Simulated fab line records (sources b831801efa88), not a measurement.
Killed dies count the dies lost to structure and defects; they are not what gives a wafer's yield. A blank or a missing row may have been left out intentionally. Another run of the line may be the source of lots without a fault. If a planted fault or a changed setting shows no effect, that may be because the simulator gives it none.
Which tool did it? ; flow gf180mcu ; at 1 step of a route of 602, 12 lots with 36 wafers sampled

WHAT EACH GAUGE READ, for each wafer
GF_STI_THK_MEAS_22. Usual: for STI_OXIDATION_01_THK the level is 15.22 nm and the standard deviation is 0.29.
lot;measured;on;STI_OXIDATION_01_THK (nm);flag
L225;day 2 08:36;film metro-02;15.60 15.35 15.49;
L226;day 2 10:31;film metro-03;15.34 15.14 15.06;
L228;day 2 20:11;film metro-04;15.30 15.48 15.23;
L229;day 3 04:08;film metro-04;15.09 15.27 15.26;
L232;day 3 15:44;film metro-03;15.94 15.80 15.74;
L233;day 3 20:26;film metro-02;15.30 15.33 15.24;
L234;day 4 05:08;film metro-03;15.42 15.23 15.26;
L235;day 4 07:34;film metro-03;15.13 15.17 15.21;
L236;day 4 11:40;film metro-02;15.16 14.86 15.19;
L244;day 6 05:08;film metro-04;15.31 15.23 15.29;
L245;day 6 10:11;film metro-04;15.33 15.39 15.33;
L248;day 7 01:22;film metro-03;15.27 15.40 15.19;

WHAT TOOL EACH LOT RAN ON (gives the tool, then ch and the chambers of the sampled wafers, and finally the start)
No process step before these readings appears in the record.

WHAT THE TOOLS THEMSELVES READ (means of the sampled wafers that have a number; where no wafer has one, the mark that the record gives instead)
The record holds no such reading with a usual standard deviation.

THE ANSWER, worked out from the rows above alone
Rule: lot off if the mean of its wafers having a number is beyond 3 standard deviations from the usual mean. A lot without any number at a reading at which 4 lots or more have one is off too. The other lots that the step has rows for count as sound. The gauges are gone through in route order, then the tools' own readings, and for those a lot's mean is taken as printed above. At the first step where some lot is off, the reading lying furthest off is the one used; lots without a number count as furthest.
Nothing can be told from this: no lot is off at any reading shown.

WHAT HAD BEEN PUT IN BY THE SIMULATOR
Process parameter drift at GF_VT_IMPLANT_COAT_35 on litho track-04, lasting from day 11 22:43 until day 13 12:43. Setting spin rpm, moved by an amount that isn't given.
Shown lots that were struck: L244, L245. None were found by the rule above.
